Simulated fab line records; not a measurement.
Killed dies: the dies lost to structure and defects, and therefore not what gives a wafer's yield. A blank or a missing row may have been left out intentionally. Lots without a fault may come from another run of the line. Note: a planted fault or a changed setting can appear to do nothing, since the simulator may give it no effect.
2 desks, one fault -- flow gf180mcu -- numbers are kept per desk, each desk with only its own; the story behind them comes last

== AT THE METROLOGY DESK ==
Means of the sampled wafers that have a number, per lot and without regard to the tool the lot ran on: this is what the gauges read. Any lot whose mean is over 4 standard deviations away from the usual mean is out of limits and marked OUT; that distance is given in the brackets.
Columns: A = V2_OVL at GF_V2_OVL_MEAS_15, usual -4 nm; B = V3_W_THK at GF_V3_THK_MEAS_25, usual 361 nm
lot,first seen here,A,B
L456,day 20 06:29,-9,364
L461,day 22 12:06,-4,367
L462,day 22 21:08,-11,353
L463,day 23 10:25,0,368
L465,day 23 16:06,5,366
L466,day 23 22:57,-6,351
L467,day 24 09:46,-6,351
L473,day 26 06:17,-8,367
L474,day 26 09:09,-10,353
L475,day 26 16:03,7,364
L477,day 27 09:11,8,362
L478,day 27 14:38,-1,361
Finding of this desk: none of the 12 lots has anything out of limits.

== THE TOOL OWNER'S DESK: rie metal-01 ==
The tool's own readings at GF_M4_METAL_ETCH_16 (etches the open film in Cl2/BCl3, stops on SiO2, target depth 627.5 nm, time 104.6 s): means of the sampled wafers that have a number, for each lot that ran on this tool. Any lot whose mean is over 4 standard deviations away from the usual mean is out of limits and marked OUT; that distance is given in the brackets.
Columns: A = bias w at GF_M4_METAL_ETCH_16, usual 140.0 W; B = drypump motor current A at GF_M4_METAL_ETCH_16, usual 5.6 A; C = oes product au at GF_M4_METAL_ETCH_16, usual 0.971 a.u.; D = throttle valve pct at GF_M4_METAL_ETCH_16, usual 28.251 %
lot,first seen here,A,B,C,D
L461,day 25 11:43,140.1,5.6,0.976,28.254
L465,day 26 13:26,139.8,5.5,0.978,28.250
L466,day 26 19:40,140.0,5.6,0.969,28.253
L467,day 27 04:55,140.3,5.7,0.969,28.258
L473,day 28 23:53,180.5 (+97) OUT,5.6,0.971,28.259
L475,day 29 09:16,181.3 (+98) OUT,5.6,0.968,28.244
L477,day 30 00:04,201.3 (+99 or more) OUT,5.7,0.962,28.264
This desk finds L473, L475, L477 out of limits, L473 being first, at day 28 23:53 (bias w at GF_M4_METAL_ETCH_16). L461, L465, L466, L467: within limits.

== BROUGHT TOGETHER ==
The tool owner's desk could have raised an alarm at day 28 23:53, on L473, L475, L477.
Nothing out of limits was seen by the metrology desk.
The metrology desk has L473, L475, L477 on record, within its limits.
All the named lots went through GF_M4_METAL_ETCH_16 on rie metal-01.

== WHAT THE SIMULATOR PUT IN ==
rie metal-01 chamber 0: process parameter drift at GF_M4_METAL_ETCH_16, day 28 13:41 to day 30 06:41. Setting bias w, moved by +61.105, from 140. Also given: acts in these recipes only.
Lots struck among those shown: L473, L475, L477.
Time in hours from fault onset to the first out-of-limits reading at each desk: the tool owner's desk, 10.
